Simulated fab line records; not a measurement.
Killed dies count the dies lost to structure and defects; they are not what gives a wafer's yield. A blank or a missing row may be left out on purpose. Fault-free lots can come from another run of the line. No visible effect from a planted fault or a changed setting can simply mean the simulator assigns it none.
8D (eight disciplines) problem report, filled in by code / flow gf180mcu / the parts of the form that need people (team, actions taken, sign-off) are left out

1. WHAT WENT WRONG
At GF_M2_SOFTBAKE_10, run-length-s averages 92.85 s over 6 wafers from 2 lots, while fault-free wafers read 88.90 s, standard deviation 0.24. That is +16 standard deviations from the usual mean.
The step: time 60 s.
Seen first at day 20 13:57 on litho-track-03, wafer L267.1. Wafers with a number at this step in the record: 39, from 13 lots. Rule for "out", or "out of limits": more than 4 standard deviations from the usual mean. All remaining wafers that have a number are taken as sound.

2. WHAT IT IS, WHAT IT ISN'T
question=which readings at this step | is=run-length-s | is not=-
question=which lots | is=L267, L268 | is not=L262, L266, L270, L277, L278, L279, L280, L281, L282, L283, L284
question=which wafers of those lots | is=all that have a number | is not=-
question=read on which tools | is=litho-track-03 | is not=litho-track-01, litho-track-02
question=when | is=from day 20 13:57 | is not=up to then (6 sound wafers); but 27 sound wafers of L270, L277, L278, L279, L280, L281, L282, L283, L284 came after

3. SUSPECTS, AND WHAT RULES EACH OUT
Counting: a tool at a process step up to the reading stays a suspect if it ran every lot that is out and no sound lot after the first of them.
- litho-track-03 at GF_M2_SOFTBAKE_10 (time 60 s): ruled out as a lasting fault. After its first lot that is out, L267 (day 20 13:57), sound lots L280, L281, L283, L284 ran on it.
Left after counting: nothing in the record.

4. THE CAUSE (what the simulator had put in)
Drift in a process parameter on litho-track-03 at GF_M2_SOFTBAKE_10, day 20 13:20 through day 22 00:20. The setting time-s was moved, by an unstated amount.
Counting ruled it out, wrongly.

5. SEQUENCE OF EFFECTS, ordered by route
Rows list readings where the struck wafers' mean (over those with a number) sits beyond 3 standard deviations from the usual. Only readings for which the record gives a usual standard deviation are gone through. hours: the time from each lot's start at the first step in this table that gives one to its start at this step, as a median over the lots. sigmas: the change in usual standard deviations.
hours=0; step=GF_M2_SOFTBAKE_10; reading=run-length-s; usual=88.90 s; on struck wafers=92.85; change=+3.95; sigmas=+16
Here are the process steps it includes:
- GF_M2_SOFTBAKE_10: time 60 s.
Later steps that measure or inspect, where all struck wafers having a row at the step show a number for every such reading and not one has moved that far: GF_V2_THK_MEAS_01.

6. HOW IT WOULD HAVE BEEN CAUGHT EARLIER
In this record the first reading out of limits was taken at day 20 13:57, 1 hour after the fault began at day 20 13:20.
